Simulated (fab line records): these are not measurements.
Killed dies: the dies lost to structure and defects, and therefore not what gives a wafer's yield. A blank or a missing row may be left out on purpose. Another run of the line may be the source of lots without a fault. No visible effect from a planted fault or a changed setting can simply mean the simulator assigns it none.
What tool caused it? -- flow gf180mcu -- 33 wafers from 11 lots sampled at 5 of the route's 602 steps

WHAT EACH GAUGE READ, for each wafer
GF_STI_THK_MEAS_30. Usual: STI_OXIDATION_02_THK typically reads 9.97 nm, with standard deviation 0.2.
lot,measured,on,STI_OXIDATION_02_THK (nm),flag
L325,day 3 04:29,filmMetro-02,9.69 9.88 9.72,
L330,day 4 01:28,filmMetro-03,10.08 10.25 10.32,
L332,day 4 10:35,filmMetro-02,9.87 10.04 10.04,
L334,day 4 21:08,filmMetro-01,9.91 10.00 10.09,
L336,day 5 11:59,filmMetro-01,10.09 10.13 10.18,
L337,day 5 15:15,filmMetro-01,9.92 9.75 9.97,
L338,day 5 17:43,filmMetro-03,9.70 9.93 9.86,
L339,day 5 23:31,filmMetro-02,9.59 9.49 9.33,
L340,day 6 04:33,filmMetro-01,10.10 10.07 9.89,
L341,day 6 12:03,filmMetro-02,10.00 10.10 9.86,
L345,day 7 04:00,filmMetro-01,10.14 10.08 10.14,

GF_HV_LDD_THK_MEAS_57. Usual: HV_LDD_CVD_56_THK typically reads 89.9 nm, with standard deviation 0.8.
lot,measured,on,HV_LDD_CVD_56_THK (nm),flag
L325,day 13 21:58,filmMetro-02,90.1 89.9 89.4,
L330,day 15 05:05,filmMetro-02,88.5 88.0 88.4,
L332,day 15 21:21,filmMetro-03,89.9 90.3 89.4,
L334,day 16 12:43,filmMetro-03,90.3 89.9 89.6,
L336,day 17 17:42,filmMetro-03,90.3 90.1 90.9,
L337,day 17 16:05,filmMetro-02,89.9 90.4 91.0,
L338,day 17 22:59,filmMetro-02,89.4 90.0 89.3,
L339,day 18 04:56,filmMetro-03,89.3 89.1 89.1,
L340,day 18 11:25,filmMetro-03,89.7 89.6 90.2,
L341,day 19 00:11,filmMetro-02,89.3 90.3 90.5,
L345,day 20 01:43,filmMetro-04,91.2 90.6 90.5,

GF_PSD_RS_MEAS_14: the measuring method here is four-point-probe. Usual: NSD_RS typically reads 46.10 ohm/sq, with standard deviation 0.082.
lot,measured,on,NSD_RS (ohm/sq),flag
L325,day 15 17:05,filmMetro-02,46.19 46.27 46.34,
L330,day 17 01:28,filmMetro-01,46.09 46.07 46.01,
L332,day 17 20:01,filmMetro-01,46.14 46.13 46.22,
L334,day 18 11:53,filmMetro-01,46.13 46.11 46.16,
L336,day 19 18:43,filmMetro-04,44.72 44.72 44.60,OFF
L337,day 19 17:11,filmMetro-02,44.84 44.82 44.81,OFF
L338,day 20 00:49,filmMetro-01,46.10 46.14 46.03,
L339,day 20 05:55,filmMetro-04,46.05 46.10 46.12,
L340,day 20 12:50,filmMetro-01,44.68 44.61 44.61,OFF
L341,day 21 02:00,filmMetro-01,46.23 46.15 46.14,
L345,day 22 02:19,filmMetro-01,46.03 46.02 46.07,

WHICH TOOL RAN EACH LOT (tool, then ch and the chambers of the sampled wafers, then the start)
lot,GF_NSD_IMPLANT_09,GF_NSD_STRIP_11
L325,"implanter-01 ch 0, day 14 18:34","plasmaAsher-03 ch 0,1, day 14 18:50"
L330,"implanter-02 ch 0, day 16 02:38","plasmaAsher-04 ch 0,1, day 16 02:56"
L332,"implanter-01 ch 0, day 16 20:23","plasmaAsher-04 ch 0,1, day 16 20:41"
L334,"implanter-01 ch 0, day 17 10:51","plasmaAsher-03 ch 0, day 17 11:07"
L336,"implanter-01 ch 0, day 18 17:32","plasmaAsher-04 ch 0,1, day 18 17:50"
L337,"implanter-01 ch 0, day 18 15:49","plasmaAsher-02 ch 0,1, day 18 16:05"
L338,"implanter-04 ch 0, day 18 23:11","plasmaAsher-03 ch 0,1, day 18 23:29"
L339,"implanter-02 ch 0, day 19 04:41","plasmaAsher-03 ch 0,1, day 19 04:59"
L340,"implanter-01 ch 0, day 19 11:32","plasmaAsher-02 ch 1, day 19 11:50"
L341,"implanter-02 ch 0, day 20 00:43","plasmaAsher-04 ch 0,1, day 20 00:59"
L345,"implanter-02 ch 0, day 21 01:55","plasmaAsher-02 ch 0,1, day 21 02:13"
- GF_NSD_IMPLANT_09
- GF_NSD_STRIP_11: strips in O2/N2.

WHAT THE TOOLS THEMSELVES READ (means of the sampled wafers that have a number; where no wafer has one, the mark that the record gives instead)
GF_NSD_IMPLANT_09. Usual: beamOnS 18.9 s, standard deviation 1.9; endStationPressureTorr 1.28e-05 Torr, standard deviation 1.3e-06; faradayCurrentUA 11700, standard deviation 1200.
lot,tool,beamOnS (s),endStationPressureTorr (Torr),faradayCurrentUA,flag
L325,implanter-01,19.8,1.22e-05,11071,
L330,implanter-02,20.9,1.20e-05,10543,
L332,implanter-01,19.2,1.24e-05,11451,
L334,implanter-01,19.6,1.23e-05,11213,
L336,implanter-01,27.6,1.12e-05,7952,OFF
L337,implanter-01,27.6,1.14e-05,7963,OFF
L338,implanter-04,16.5,1.45e-05,13239,
L339,implanter-02,20.9,1.20e-05,10540,
L340,implanter-01,27.0,1.13e-05,8150,OFF
L341,implanter-02,20.7,1.19e-05,10598,
L345,implanter-02,20.7,1.21e-05,10615,

GF_NSD_STRIP_11. Usual: drypumpMotorCurrentA 5.60 A, standard deviation 0.22; heaterPowerW 331 W, standard deviation 25; oesProductAu 0.487 a.u., standard deviation 0.0047; stripTimeToEndpointS 22.99 s, standard deviation 0.041.
lot,tool,drypumpMotorCurrentA (A),heaterPowerW (W),oesProductAu (a.u.),stripTimeToEndpointS (s),flag
L325,plasmaAsher-03,5.59,326,0.488,22.98,
L330,plasmaAsher-04,5.55,339,0.489,23.05,
L332,plasmaAsher-04,5.56,337,0.479,22.96,
L334,plasmaAsher-03,5.78,328,0.492,23.00,
L336,plasmaAsher-04,5.46,358,0.478,23.90,OFF
L337,plasmaAsher-02,5.55,310,0.476,23.81,OFF
L338,plasmaAsher-03,5.70,323,0.487,23.02,
L339,plasmaAsher-03,5.69,327,0.484,23.06,
L340,plasmaAsher-02,5.29,325,0.480,23.87,OFF
L341,plasmaAsher-04,5.57,337,0.493,22.97,
L345,plasmaAsher-02,5.55,315,0.491,22.91,

THE ANSWER, worked out from the rows above alone
Rule: take the mean of a lot's wafers that have a number; if it is more than 3 standard deviations from the usual mean, the lot is off. A lot without any number at a reading at which 4 lots or more have one is off too. Where the step has rows for the other lots, those lots are counted as sound. After the gauges, taken in route order, come the tools' own readings; for these a lot's mean is taken, as printed above. At the first step where some lot is off, the reading lying furthest off is the one used; lots without a number count as furthest.
Off: L336, L337, L340, at GF_PSD_RS_MEAS_14 (NSD_RS).
If a tool, at a process step before that reading, ran all the lots that are off and no sound lot after the first of them, it fits. The gauges at GF_PSD_RS_MEAS_14 aren't tried: what is off there is off at GF_NSD_IMPLANT_09 too, on other tools, and a gauge's error can't cause that. One fits: implanter-01 at GF_NSD_IMPLANT_09. Its last sound lot is L334 (day 17 10:51), its first lot that is off L337 (day 18 15:49): a fault that began between those two fits.
On the lots that are off, the tool's own readings at GF_NSD_IMPLANT_09 differ by more than 5 times the standard deviation of the sound lots' means, which bears it out; beamOnS reads 27.4 s there versus 19.8 s on the sound lots.

WHAT THE SIMULATOR HAD PUT IN
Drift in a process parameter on implanter-01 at GF_NSD_IMPLANT_09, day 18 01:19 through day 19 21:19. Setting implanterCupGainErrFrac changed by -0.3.
Struck lots among those shown: L336, L337, L340. This agrees with what the rule above found.
